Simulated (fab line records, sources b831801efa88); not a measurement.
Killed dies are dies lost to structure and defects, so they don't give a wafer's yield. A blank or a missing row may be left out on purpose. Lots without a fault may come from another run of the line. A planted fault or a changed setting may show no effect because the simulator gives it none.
fab line records | flow sky130
record lots=5 wafers=15 last_day=49
route steps=708 shown RES_PROTECT@212 POLY_GATE@213 PAD_OPEN@708
lots that met no fault: from a run of the same line without faults
start_h: hours from the record's first day to the start of the lot's first wafer shown | wait_h: hours since the lot's step before | " the same as in the row above | L1.1+2: a row that stands for several wafers | - no value, or no start given | * or withheld: withheld | < > ~ a bound
route shown NAME@n: a module of which the file shows steps, and the number in the route of the first | usual: mean/standard deviation of fault-free wafers | same: alike in all rows | chamber/n: place in a boat | sites: the reading at each site | _std_site: their standard deviation | _edge_site: outer sites' mean less inner sites' | radius_mm: how far each site lies from the wafer's centre | mask NAME#n: copy n | behind: the tool/chamber that last shaped the wafer | hold: why the lot was held/for how many hours/how that ended | device: the transistor (n, p or np) that didn't switch | end of line: the same wafers' tests at the end of the route | a step without rows: its recipe alone | killed: dies lost to structure and defects at the first sort, not the wafer's yield | map: a wafer's dies, x killed, . not, _ none there
set.NAME: the setting as run; set.NAME@STEP: as run at that earlier step | model.NAME: the simulator's own value behind a step, which no gauge read
lots at some steps of the route; a table a step, a row a wafer
services: from which hour (start_h, from the record's first day; less than 0 if before it) a tool's chamber was out of use, for how many hours, and why
## steps
# step SKY_RES_PROTECT_DEVELOP_06
# recipe resist=NOVOLAK developer=TMAH develop_time_s=60 dev_temp_c=23
# step SKY_POLY_GATE_IMPLANT_02
# recipe species=P energy_kev=30 dose_cm2=7.7e+15 tilt_deg=0
# step SKY_RES_PROTECT_STRIP_07
# recipe chemistry=O2/N2 power_w=1400 pressure_mtorr=1500 platen_temp_c=withheld o2_flow_sccm=3000 n2_flow_sccm=300 overash_fraction=0.5
# usual drypump_motor_current_A=5.8/0.51 n2_flow_sccm=300.0/0.8 oes_product_au=0.518/0.0045 strip_time_to_endpoint_s=23.27/0.053
# same overash_fraction=0.5
# columns lot.wafer tool chamber start_h wait_h drypump_motor_current_A n2_flow_sccm oes_product_au rf_hours_counter_h strip_time_to_endpoint_s
L975.1 plasma_asher-04 0 341.62 0.1 5.8 300.3 0.520 55 23.34
L975.4 " 1 " " 6.4 299.3 0.514 - 23.30
L975.5 " 0 " " 5.8 300.3 0.510 - 23.32
L977.3 plasma_asher-03 1 363.95 0.1 6.2 299.4 0.515 - 23.27
L977.5 " 0 " " 6.2 299.3 0.514 - 23.32
L977.6 " 1 " " 6.2 300.2 0.511 - 23.32
L979.2 plasma_asher-01 0 375.16 0.1 5.8 301.0 0.513 26 23.32
L979.3 " 0 " " 5.8 300.0 0.518 - 23.28
L979.4 " 1 " " 4.9 299.3 0.522 - 23.28
L983.2 plasma_asher-03 0 415.76 0.1 6.2 299.8 0.518 74 23.31
L983.3 " 1 " " 6.2 299.9 0.520 - 23.30
L983.4 " 0 " " 6.2 299.8 0.519 - 23.33
L991.3 plasma_asher-03 0 483.54 0.1 6.2 299.0 0.518 - 23.31
L991.4 " 1 " " 6.2 300.8 0.515 - 23.35
L991.6 " 1 " " 6.2 301.2 0.521 - 23.32
# step SKY_RES_PROTECT_TW_MEAS_08
# usual POLY_GATE_TW=4050/20
# columns lot.wafer tool chamber start_h wait_h POLY_GATE_TW
L975.1 film_metro-01 - 341.72 0.1 4047
L975.4 " - " " 4032
L975.5 " - " " 4047
L977.3 film_metro-04 - 364.06 0.1 4037
L977.5 " - " " 4056
L977.6 " - " " 4043
L979.2 film_metro-01 - 375.27 0.1 4061
L979.3 " - " " 4039
L979.4 " - " " 4040
L983.2 film_metro-01 - 415.87 0.1 4074
L983.3 " - " " 4059
L983.4 " - " " 4101
L991.3 film_metro-04 - 483.63 0.1 4086
L991.4 " - " " 4085
L991.6 " - " " 4115
# step SKY_RES_PROTECT_CLEAN_09
# recipe chemistry=SC1/SC2 mix=1:4:20 temp_c=70 time_s=150 dry=n2_spin
# step SKY_POLY_GATE_CVD_03
# recipe material=Si3N4 precursor=DCS/NH3 target_thk_nm=75 temp_c=770 time_s=1290 pressure_mtorr=250
# step SKY_POLY_GATE_THK_MEAS_04
# recipe reads=Si3N4_of_POLY_GATE_CVD_03
# usual POLY_GATE_CVD_03_THK=75.3/0.71
# columns lot.wafer tool chamber start_h wait_h POLY_GATE_CVD_03_THK[nm]
L975.1 film_metro-04 - 344.28 0.0 76.8
L975.4 " - " " 76.2
L975.5 " - " " 76.6
L977.3 film_metro-04 - 366.30 0.0 76.1
L977.5 " - " " 75.5
L977.6 " - " " 75.5
L979.2 film_metro-04 - 377.59 0.0 76.3
L979.3 " - " " 76.1
L979.4 " - " " 76.6
L983.2 film_metro-03 - 417.39 0.0 74.8
L983.3 " - " " 74.7
L983.4 " - " " 75.3
L991.3 film_metro-03 - 485.39 0.0 75.7
L991.4 " - " " 75.6
L991.6 " - " " 76.5
# step SKY_POLY_GATE_DEHYDRATE_05
# recipe temp_c=200 time_s=60
# step SKY_POLY_GATE_HMDS_06
# recipe prime_time_s=60 prime_temp_c=120
# step SKY_POLY_GATE_COAT_07
# recipe resist=BARC temp_c=withheld time_s=withheld spin_rpm=3000 resist_thk_nm=108.9
# step SKY_POLY_GATE_COAT_08
# recipe resist=KrF-thick spin_rpm=3000 resist_thk_nm=450
# step SKY_POLY_GATE_SOFTBAKE_09
# recipe temp_c=100 time_s=90 resist=KrF-thick
# step SKY_POLY_GATE_EXPOSE_10
# recipe mask_id=P1M na=0.68 source_shape=conventional sigma_outer=0.6 target_cd_nm=150 dose_mj=28
# usual reticle_temp_C=22.98/0.1
# columns lot.wafer tool chamber start_h wait_h mask reticle_temp_C
L975.1 krf_scanner-01 0 358.21 - P1M#0 22.92
L975.4 " 0 " " P1M#0 23.09
L975.5 " 0 " " P1M#0 23.04
L977.3 krf_scanner-02 0 380.76 - P1M#0 22.88
L977.5 " 0 " " P1M#0 23.03
L977.6 " 0 " " P1M#0 23.10
L979.2 krf_scanner-02 0 392.32 - P1M#0 22.87
L979.3 " 0 " " P1M#0 23.08
L979.4 " 0 " " P1M#0 23.11
L983.2 krf_scanner-02 0 432.63 - P1M#0 23.09
L983.3 " 0 " " P1M#0 23.11
L983.4 " 0 " " P1M#0 22.96
L991.3 krf_scanner-01 0 500.93 - P1M_R1#0 22.96
L991.4 " 0 " " P1M_R1#0 23.00
L991.6 " 0 " " P1M_R1#0 23.07
# step SKY_POLY_GATE_PEB_11
# recipe peb_temp_c=withheld peb_time_s=withheld resist=KrF-thick
# step SKY_POLY_GATE_DEVELOP_12
# recipe develop_time_s=60 resist=KrF-thick dev_temp_c=21
# step SKY_POLY_GATE_CD_MEAS_13
# recipe target_cd_nm=150
# usual cd_nm=149.8/1.3
# columns lot.wafer tool chamber start_h wait_h cd_nm
L975.1 cd_sem-01 - 372.22 - 153.1
L975.4 " - " " 152.4
L975.5 " - " " 152.6
L977.3 cd_sem-01 - 394.96 - 150.4
L977.5 " - " " 149.9
L977.6 " - " " 150.6
L979.2 cd_sem-02 - 407.53 - 148.9
L979.3 " - " " 150.8
L979.4 " - " " 149.0
L983.2 cd_sem-02 - 448.13 - 150.1
L983.3 " - " " 151.7
L983.4 " - " " 152.5
L991.3 cd_sem-01 - 515.80 - 163.1
L991.4 " - " " 163.6
L991.6 " - " " 162.3
# step SKY_POLY_GATE_OVL_MEAS_14
# usual POLY_GATE_OVL=0/4.2
# columns lot.wafer tool chamber start_h wait_h POLY_GATE_OVL[nm]
L975.1 overlay-02 - 372.34 0.1 6
L975.4 " - " " 1
L975.5 " - " " 7
L977.3 overlay-01 - 395.05 0.1 -3
L977.5 " - " " -5
L977.6 " - " " -2
L979.2 overlay-01 - 407.64 0.1 -12
L979.3 " - " " -3
L979.4 " - " " -4
L983.2 overlay-01 - 448.24 0.1 3
L983.3 " - " " 2
L983.4 " - " " 1
L991.3 overlay-02 - 515.90 0.1 -2
L991.4 " - " " 6
L991.6 " - " " 4
# step SKY_POLY_GATE_ETCH_15
# recipe chemistry=N2/H2 target=BARC ion_energy_ev=200 source_w=500 bias_w=100 pressure_mtorr=30 n2_flow_sccm=100 h2_flow_sccm=200 stop_on=SiO2 time_s=118.5 target_depth_a=1100
# usual drypump_motor_current_A=5.7/0.34 n2_flow_sccm=99.97/0.3 oes_product_au=0.712/0.0046 throttle_valve_pct=13.212/0.0094
# columns lot.wafer tool chamber start_h wait_h drypump_motor_current_A n2_flow_sccm oes_product_au rf_hours_counter_h throttle_valve_pct model.POLY_GATE.cd_nm
L975.1 rie_diel-02 3 372.37 0.0 6.2 99.71 0.708 6 13.202 151.7
L975.4 " 2 " " 5.2 99.77 0.712 4 13.201 149.1
L975.5 " 2 " " 5.2 99.91 0.715 - 13.198 150.3
L977.3 rie_diel-03 2 395.07 0.0 5.7 100.04 0.715 74 13.216 150.9
L977.5 " 2 " " 5.7 100.19 0.715 - 13.187 151.2
L977.6 " 1 " " 6.0 99.64 0.710 - 13.221 149.6
L979.2 rie_diel-01 3 407.67 0.0 6.1 100.10 0.708 105 13.204 149.2
L979.3 " 0 " " 5.8 100.08 0.707 - 13.220 151.2
L979.4 " 3 " " 6.1 99.94 0.710 - 13.208 149.8
L983.2 rie_diel-02 2 448.27 0.0 5.3 99.39 0.710 6 13.211 146.7
L983.3 " 1 " " 5.1 99.87 0.714 94 13.198 153.4
L983.4 " 0 " " 5.5 100.34 0.711 0 13.237 155.7
L991.3 rie_diel-01 1 515.92 0.0 5.6 99.44 0.711 0 13.214 166.3
L991.4 " 3 " " 6.1 99.85 0.710 1 13.186 160.5
L991.6 " 1 " " 5.6 99.92 0.716 - 13.219 165.8
# step SKY_POLY_GATE_ETCH_16
# recipe stop_on=poly-Si chemistry=CH3F/O2 target=Si3N4 source_w=400 bias_w=80 pressure_mtorr=25 ch3f_flow_sccm=40 O2_flow_sccm=30 time_s=152.6 target_depth_a=750
# usual drypump_motor_current_A=5.7/0.34 oes_product_au=0.639/0.0047 throttle_valve_pct=10.536/0.0092
# columns lot.wafer tool chamber start_h wait_h drypump_motor_current_A oes_product_au rf_hours_counter_h throttle_valve_pct
L975.1 rie_diel-02 3 372.45 0.0 6.2 0.638 6 10.532
L975.4 " 2 " " 5.2 0.629 4 10.534
L975.5 " 2 " " 5.2 0.644 - 10.536
L977.3 rie_diel-03 2 395.15 0.0 5.7 0.644 74 10.543
L977.5 " 2 " " 5.6 0.638 - 10.525
L977.6 " 1 " " 5.9 0.640 - 10.543
L979.2 rie_diel-01 3 407.79 0.1 6.0 0.641 106 10.539
L979.3 " 0 " " 5.8 0.644 - 10.546
L979.4 " 3 " " 6.0 0.632 - 10.549
L983.2 rie_diel-02 2 448.35 0.0 5.2 0.638 6 10.518
L983.3 " 1 " " 5.1 0.644 94 10.522
L983.4 " 0 " " 5.5 0.635 0 10.527
L991.3 rie_diel-01 1 516.00 0.0 5.6 0.641 1 10.548
L991.4 " 3 " " 6.1 0.637 1 10.528
L991.6 " 1 " " 5.6 0.638 - 10.513
# step SKY_POLY_GATE_ETCH_17
# recipe target_depth_nm=180 stop_on=SiO2 over_etch_frac=0.56667 chemistry=HBr/Cl2 target=poly-Si icp_w=400 bias_w=100 pressure_mtorr=10 HBr_flow_sccm=150 Cl2_flow_sccm=50 time_s=70.5
# usual drypump_motor_current_A=5.94/0.23 oes_product_au=0.982/0.0088 throttle_valve_pct=33.684/0.0092
# columns lot.wafer tool chamber start_h wait_h drypump_motor_current_A oes_product_au rf_hours_counter_h throttle_valve_pct model.POLY_GATE.cd_nm
L975.1 rie_si-01 1 372.55 0.0 5.98 0.991 67 33.688 151.9
L975.4 " 2 " " 6.04 0.980 64 33.691 148.4
L975.5 " 3 " " 5.64 0.987 - 33.679 148.8
L977.3 rie_si-02 2 395.25 0.0 6.16 0.989 1 33.673 152.2
L977.5 " 0 " " 6.01 0.992 - 33.677 152.3
L977.6 " 1 " " 6.13 0.978 - 33.694 151.8
L979.2 rie_si-02 3 407.94 0.1 5.85 0.981 3 33.683 146.5
L979.3 " 2 " " 6.15 0.982 1 33.670 152.6
L979.4 " 1 " " 6.11 0.976 17 33.687 152.6
L983.2 rie_si-02 0 448.45 0.0 6.04 0.988 3 33.704 148.5
L983.3 " 3 " " 5.89 0.985 3 33.690 153.2
L983.4 " 1 " " 6.12 0.982 17 33.674 157.4
L991.3 rie_si-02 1 516.10 0.0 6.10 0.967 18 33.701 166.8
L991.4 " 0 " " 6.01 0.977 3 33.688 160.5
L991.6 " 3 " " 5.86 0.968 - 33.683 163.9
# step SKY_POLY_GATE_STRIP_18
# recipe chemistry=O2/N2 power_w=1400 pressure_mtorr=1500 platen_temp_c=withheld o2_flow_sccm=3000 n2_flow_sccm=300 overash_fraction=0.5
# usual drypump_motor_current_A=6.0/0.38 n2_flow_sccm=300.1/0.92 oes_product_au=0.358/0.005 strip_time_to_endpoint_s=3.13/0.051
# same overash_fraction=0.5
# columns lot.wafer tool chamber start_h wait_h drypump_motor_current_A n2_flow_sccm oes_product_au rf_hours_counter_h strip_time_to_endpoint_s
L975.1 plasma_asher-04 0 372.61 0.0 5.8 299.9 0.357 58 3.13
L975.4 " 1 " " 6.4 299.8 0.357 - 3.12
L975.5 " 1 " " 6.4 299.6 0.359 - 3.11
L977.3 plasma_asher-04 0 395.34 0.1 5.7 300.7 0.357 - 3.03
L977.5 " 0 " " 5.8 300.0 0.353 - 3.04
L977.6 " 1 " " 6.4 299.0 0.359 - 3.23
L979.2 plasma_asher-03 0 408.00 0.0 6.2 300.0 0.353 72 3.12
L979.3 " 0 " " 6.2 299.2 0.358 - 3.14
L979.4 " 1 " " 6.2 300.1 0.364 - 3.11
L983.2 plasma_asher-03 1 448.51 0.0 6.2 299.5 0.355 78 3.04
L983.3 " 1 " " 6.2 300.5 0.354 - 3.08
L983.4 " 0 " " 6.2 301.0 0.354 - 3.22
L991.3 plasma_asher-03 0 516.19 0.1 6.2 300.4 0.359 - 3.20
L991.4 " 1 " " 6.2 300.8 0.353 - 3.12
L991.6 " 1 " " 6.2 298.9 0.357 - 3.16
# step SKY_PAD_OPEN_PROBE_99
# usual killed_at_M0_to_M3=43/7 killed_at_M4_up=3.0/1.9 killed_at_contacts=24/4.6 killed_at_front_end=15/4.1 killed_at_other=0.3/0.52 killed_dies=84/9.7 killed_open=46/6.9 killed_short=38/6.8
# same gross_dies=492 killed_at_back_side=0
# columns lot.wafer tool chamber start_h wait_h killed_at_M0_to_M3 killed_at_M4_up killed_at_contacts killed_at_front_end killed_at_other killed_dies killed_open killed_short model.etest.pfet_01v8.r_on_ohm_um model.etest.res_poly.line_ohm_um model.etest.nfet_01v8.r_on_ohm_um model.etest.sonos_uncharged.r_on_ohm_um model.etest.nfet_01v8_lvt.drive_ua_um model.etest.nfet_01v8_swapped.drive_ua_um model.etest.nfet_01v8_turned.drive_ua_um model.etest.nfet_01v8.drive_ua_um
L975.1 prober-02 - 1075.81 0.1 38 2 25 19 0 84 53 30 2901 500.8 848.7 788.5 560.6 496.8 492.9 494
L975.4 prober-02 - 1075.96 0.2 32 2 19 18 1 72 42 27 2842 516.6 823.5 785 577.9 502.4 509.1 503.5
L975.5 prober-02 - 1076.01 0.2 38 4 27 14 0 83 50 32 2885 522.4 839 788 566.7 497 490.5 497
L977.3 prober-02 - 1094.34 0.2 44 1 20 9 0 74 42 32 2935 493.1 845.1 790.8 561.5 492.5 491.8 493.1
L977.5 prober-02 - 1094.44 0.2 28 4 25 15 0 72 32 40 2960 510.3 844.6 785.1 563.2 492.4 492.7 492.3
L977.6 prober-02 - 1094.49 0.2 34 2 19 8 0 63 37 26 2946 501.2 843.8 798.1 556.5 492.1 495.1 495.5
L979.2 prober-02 - 1102.41 0.1 46 3 30 12 0 91 50 41 2765 526.1 815.6 802.8 580.5 511.2 517 507.1
L979.3 prober-02 - 1102.46 0.2 44 2 23 13 0 82 50 32 2902 503 836.5 811 571.1 502.9 503.6 503.9
L983.2 prober-02 - 1130.48 0.1 35 1 25 16 0 77 46 30 2875 529.7 831.4 792.5 572.9 504.2 504.4 499.4
L983.3 prober-02 - 1130.53 0.2 39 5 21 11 0 76 42 33 2930 505.8 830.2 799.9 577.7 510.9 513 509.8
L983.4 prober-02 - 1130.58 0.2 42 2 25 14 0 83 44 39 3011 485.6 849.6 826.5 565.3 497.6 499.4 496.1
L991.3 prober-01 - 1169.38 0.2 39 4 21 19 1 84 45 39 3137 442.4 908.2 816 519.4 454.2 454.9 452
L991.4 prober-01 - 1169.43 0.2 37 2 30 9 0 78 42 36 3126 474.3 903.8 816.8 534.1 464.2 463.8 460
L991.6 prober-01 - 1169.53 0.2 42 1 23 11 0 77 46 30 3229 466.8 908.5 827.2 528.8 459.3 459.8 458.1
# killed by level:class
L975.1 VIA1:geometric_particle:open=12 LI_CONTACT:geometric_particle:open=9 VIA3:geometric_particle:open=7 CONTACT:geometric_particle:short=6 VIA2:geometric_particle:open=6 POLY_GATE:geometric_particle:open=5 CONTACT:geometric_particle:open=5 FIELD_ISO:geometric_particle:short=4
L975.4 CONTACT:geometric_particle:open=7 FIELD_ISO:geometric_particle:open=6 LI_CONTACT:geometric_particle:open=6 METAL1:geometric_particle:short=6 VIA1:geometric_particle:open=5 VIA3:geometric_particle:open=4 METAL2:geometric_particle:open=4 FIELD_ISO:geometric_particle:short=3
L975.5 VIA1:geometric_particle:open=11 CONTACT:geometric_particle:open=9 LI_CONTACT:geometric_particle:open=8 METAL2:geometric_particle:short=8 VIA3:geometric_particle:open=6 CONTACT:geometric_particle:short=5 FIELD_ISO:geometric_particle:short=4 POLY_GATE:geometric_particle:open=4
L977.3 VIA2:geometric_particle:open=10 VIA1:geometric_particle:open=10 LI_CONTACT:geometric_particle:open=6 CONTACT:geometric_particle:open=6 VIA1:geometric_particle:short=6 LOCAL_INTERCONNECT:geometric_particle:short=4 METAL2:geometric_particle:short=4 FIELD_ISO:geometric_particle:short=3
L977.5 LI_CONTACT:geometric_particle:open=8 VIA1:geometric_particle:short=8 VIA1:geometric_particle:open=6 LOCAL_INTERCONNECT:geometric_particle:short=5 CONTACT:geometric_particle:open=5 FIELD_ISO:geometric_particle:short=4 LI_CONTACT:geometric_particle:short=4 FIELD_ISO:geometric_particle:open=3
L977.6 VIA1:geometric_particle:open=8 LI_CONTACT:geometric_particle:open=7 CONTACT:geometric_particle:open=6 VIA1:geometric_particle:short=6 LOCAL_INTERCONNECT:geometric_particle:short=4 VIA3:geometric_particle:open=4 METAL2:geometric_particle:short=4 FIELD_ISO:geometric_particle:short=3
L979.2 CONTACT:geometric_particle:open=11 VIA1:geometric_particle:open=10 LI_CONTACT:geometric_particle:open=9 VIA1:geometric_particle:short=7 LOCAL_INTERCONNECT:geometric_particle:short=6 POLY_GATE:geometric_particle:short=5 METAL1:geometric_particle:short=5 POLY_GATE:geometric_particle:open=4
L979.3 VIA1:geometric_particle:open=15 CONTACT:geometric_particle:open=11 VIA2:geometric_particle:open=8 VIA3:geometric_particle:open=6 VIA1:geometric_particle:short=5 POLY_GATE:geometric_particle:short=5 LOCAL_INTERCONNECT:geometric_particle:short=5 LI_CONTACT:geometric_particle:open=5
L983.2 CONTACT:geometric_particle:open=9 VIA1:geometric_particle:open=9 LI_CONTACT:geometric_particle:open=7 FIELD_ISO:geometric_particle:short=6 VIA3:geometric_particle:open=6 VIA2:geometric_particle:short=5 LOCAL_INTERCONNECT:geometric_particle:short=4 FIELD_ISO:geometric_particle:open=3
L983.3 VIA3:geometric_particle:open=9 CONTACT:geometric_particle:open=8 LI_CONTACT:geometric_particle:open=6 VIA1:geometric_particle:open=6 METAL2:geometric_particle:short=6 VIA3:geometric_particle:short=5 VIA2:geometric_particle:short=5 FIELD_ISO:geometric_particle:open=4
L983.4 VIA1:geometric_particle:open=12 FIELD_ISO:geometric_particle:short=8 VIA2:geometric_particle:open=7 CONTACT:geometric_particle:short=6 CONTACT:geometric_particle:open=6 LI_CONTACT:geometric_particle:open=5 VIA2:geometric_particle:short=5 VIA3:geometric_particle:open=5
L991.3 VIA1:geometric_particle:open=11 CONTACT:geometric_particle:open=7 FIELD_ISO:geometric_particle:short=6 LOCAL_INTERCONNECT:geometric_particle:short=5 METAL1:geometric_particle:open=5 VIA3:geometric_particle:open=5 FIELD_ISO:geometric_particle:open=4 CONTACT:geometric_particle:short=4
L991.4 CONTACT:geometric_particle:open=13 CONTACT:geometric_particle:short=7 VIA1:geometric_particle:open=7 VIA3:geometric_particle:open=7 LOCAL_INTERCONNECT:geometric_particle:short=6 METAL1:geometric_particle:short=4 VIA2:geometric_particle:open=4 LI_CONTACT:geometric_particle:open=3
L991.6 CONTACT:geometric_particle:open=10 VIA1:geometric_particle:open=9 VIA3:geometric_particle:open=7 METAL1:geometric_particle:short=6 LI_CONTACT:geometric_particle:open=5 METAL2:geometric_particle:short=5 CONTACT:geometric_particle:short=4 VIA2:geometric_particle:open=4
## services
# columns tool chamber start_h hours kind
rie_diel-02 3 322.65 4.2 repair
rie_diel-02 3 332.59 1.3 repair
krf_scanner-01 - 333.03 1.3 pm
krf_scanner-02 - 340.31 7.2 pm
plasma_asher-03 - 347.84 1.4 repair
krf_scanner-01 - 348.00 4.0 pm
krf_scanner-02 - 352.51 0.8 repair
rie_diel-01 - 365.83 0.4 repair
krf_scanner-01 - 373.72 0.8 pm
rie_diel-02 2 382.81 4.2 repair
krf_scanner-02 - 387.25 1.3 pm
krf_scanner-02 - 394.02 1.6 repair
rie_diel-01 2 400.52 62.9 repair
rie_diel-01 1 403.69 10.2 repair
plasma_asher-04 - 405.11 67.0 repair
krf_scanner-02 - 406.60 1.0 pm
krf_scanner-02 - 408.60 0.8 pm
rie_diel-01 1 422.86 21.2 repair
rie_diel-01 - 423.64 0.8 repair
rie_si-02 1 436.71 2.1 repair
rie_diel-02 0 439.47 4.1 repair
rie_diel-02 2 455.32 6.1 repair
rie_diel-02 3 458.50 3.1 repair
plasma_asher-04 - 461.91 2.1 repair
## key
first_sign step=SKY_POLY_GATE_EXPOSE_10 reading=mask direction=changed
effect step=SKY_POLY_GATE_CD_MEAS_13 reading=cd_nm direction=up sigmas=10 usual=149.8 struck=163.0
model_effect step=SKY_POLY_GATE_ETCH_15 value=POLY_GATE.cd_nm without=153.2 struck=164.2
model_effect step=SKY_POLY_GATE_ETCH_17 value=POLY_GATE.cd_nm without=152.7 struck=163.7
model_effect step=SKY_PAD_OPEN_PROBE_99 value=etest.pfet_01v8.r_on_ohm_um without=2994 struck=3164
met_at SKY_POLY_GATE_EXPOSE_10
struck_wafers L991.3,L991.4,L991.6
tester_left_out L991
onset_between 358.21 500.93
fault kind=wrong_mask tool=any chamber=- onset_h=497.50 steps=SKY_POLY_GATE_EXPOSE_10 aux_copy=P1M_R1#0 cd_offset_nm=11 scope=struck_lots_only
# tester_left_out: of these lots the tester's yield and bins aren't shown, on N5 and GAA mostly nor the transistor test; their killed dies are dies lost to structure and defects alone, not to doping, threshold or leakage, so they don't give the yield
